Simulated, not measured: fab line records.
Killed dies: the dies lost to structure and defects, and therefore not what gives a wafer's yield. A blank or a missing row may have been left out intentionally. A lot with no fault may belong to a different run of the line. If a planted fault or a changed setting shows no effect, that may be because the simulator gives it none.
A single fault, viewed from 2 desks ; flow gf180mcu ; each desk holds nothing but its own numbers, with what lay behind them at the end

DESK OF THE TOOL OWNER: implanter-01
The tool's own readings at GF_NSD_IMPLANT_09, given as means over the sampled wafers that have a number, one for each lot that went through this tool. Any lot whose mean is over 4 standard deviations away from the usual mean is out of limits and marked OUT; that distance is given in the brackets.
Columns: A = beam-energy-keV at GF_NSD_IMPLANT_09, usual 59.996; B = faraday-current-uA at GF_NSD_IMPLANT_09, usual 12168
lot;first seen here;A;B
L188;day 13 17:28;60.013;12023
L190;day 14 10:20;59.983;12314
L192;day 15 05:07;60.000;11944
L198;day 18 07:55;82.261 (+99 or more) OUT;-
L199;day 18 12:35;82.239 (+99 or more) OUT;-
This desk finds L198, L199 out of limits, L198 being first, at day 18 07:55 (beam-energy-keV at GF_NSD_IMPLANT_09). Within limits: L188, L190, L192.

THE METROLOGY DESK
What the gauges read for every lot (on any tool): the sampled wafers with a number, averaged. Any lot whose mean is over 4 standard deviations away from the usual mean is out of limits and marked OUT; that distance is given in the brackets.
Columns: A = HV_LDD_03_OVL at GF_HV_LDD_OVL_MEAS_47, usual -0.4 nm; B = HV_LDD_CVD_54_THK at GF_HV_LDD_THK_MEAS_55, usual 10.01 nm; C = cd-nm at GF_NSD_CD_MEAS_07, usual 399.5 nm; D = NSD_TW at GF_NSD_TW_MEAS_12, usual 4270; E = NSD_RS at GF_PSD_RS_MEAS_14, usual 46.11 ohm/sq
lot;first seen here;A;B;C;D;E
L186;day 12 06:18;-0.5;9.84;401.0;4188;46.23
L188;day 12 18:00;0.0;9.84;400.0;4195;46.14
L189;day 13 04:50;-1.4;10.01;396.2;4276;46.17
L190;day 13 10:19;1.6;10.11;401.7;4248;46.08
L192;day 14 05:38;-0.9;10.08;399.1;4362;46.08
L198;day 17 05:02;-1.6;10.03;399.3;4656 (+6.4) OUT;40.77 (-68) OUT
L199;day 17 08:05;0.6;9.82;398.8;4609 (+5.6) OUT;40.85 (-67) OUT
L205;day 18 17:00;2.7;10.16;398.3;4195;46.02
L206;day 19 00:08;-0.8;10.19;398.5;4355;46.11
L207;day 19 08:00;1.8;10.02;399.3;4358;46.11
L208;day 19 15:21;1.1;9.75;396.4;4238;46.12
L209;day 19 23:38;-0.8;9.86;403.5;4209;46.05
This desk's finding: out of limits on L198, L199; first on L198, day 18 08:17 (NSD_TW at GF_NSD_TW_MEAS_12). Within limits: L186, L188, L189, L190, L192, L205, L206, L207, L208, L209.

PUT TOGETHER
At day 18 07:55, on L198, L199, the tool owner's desk was in a position to raise an alarm.
An alarm was possible from the metrology desk at day 18 08:17, on L198, L199.
Every lot named ran GF_NSD_IMPLANT_09 on implanter-01.

WHAT WAS PUT IN BY THE SIMULATOR
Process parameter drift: implanter-01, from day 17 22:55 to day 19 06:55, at GF_NSD_IMPLANT_09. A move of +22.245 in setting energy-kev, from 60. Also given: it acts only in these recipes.
Shown lots that were struck: L198, L199.
Counting hours from when the fault started, the first reading out of limits came at 9 for the tool owner's desk and at 9 for the metrology desk.
